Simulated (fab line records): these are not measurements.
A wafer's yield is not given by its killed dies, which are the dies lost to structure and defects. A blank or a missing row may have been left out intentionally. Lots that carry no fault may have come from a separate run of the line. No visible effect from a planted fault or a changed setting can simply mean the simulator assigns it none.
Matching of chambers    flow sky130    SKY_PASSIVATION_CVD_00 on pecvd-01: 3 sister chambers
The step deposits SiO2, target thk 90 nm. 3 wafers are shown with their chamber, then 7 later ones without.

## WAFERS WITH THEIR CHAMBER
wafer   chamber  heaterPowerW (W)
L086.5  0        629
L094.1  2        580
L094.2  1        767

## WAFERS WHOSE CHAMBER IS MISSING
wafer   heaterPowerW (W)
L094.3  629
L094.4  615
L094.5  600
L094.6  772
L096.2  578
L096.4  578
L096.6  566

## CHAMBER TAKEN BY EACH
wafer    from the rows above       in truth
L094.3   0                         0
L094.4   can't be placed: 0 or 2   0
L094.5   can't be placed: 2 or 0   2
L094.6   1                         1
L096.2   2                         2
L096.4   2                         2
L096.6   2                         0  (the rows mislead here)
Placed correctly: 4 of 7. From these rows, 2 cannot be placed; in 2 the true chamber is one of the candidates. 1 placed wrongly.
How it was worked out, from the rows above alone: a wafer's distance from a chamber is the root of the sum, over the readings, of the square of ((its reading less the chamber's mean) divided by the reading's scatter). The wafer belongs to the nearest chamber; if the next one is less than 2 further off, it can't be placed. The mean given for a chamber averages the wafers shown for that chamber. The scatter: root of mean squared gap, hidden wafer to nearest shown wafer, with one shown wafer a chamber.
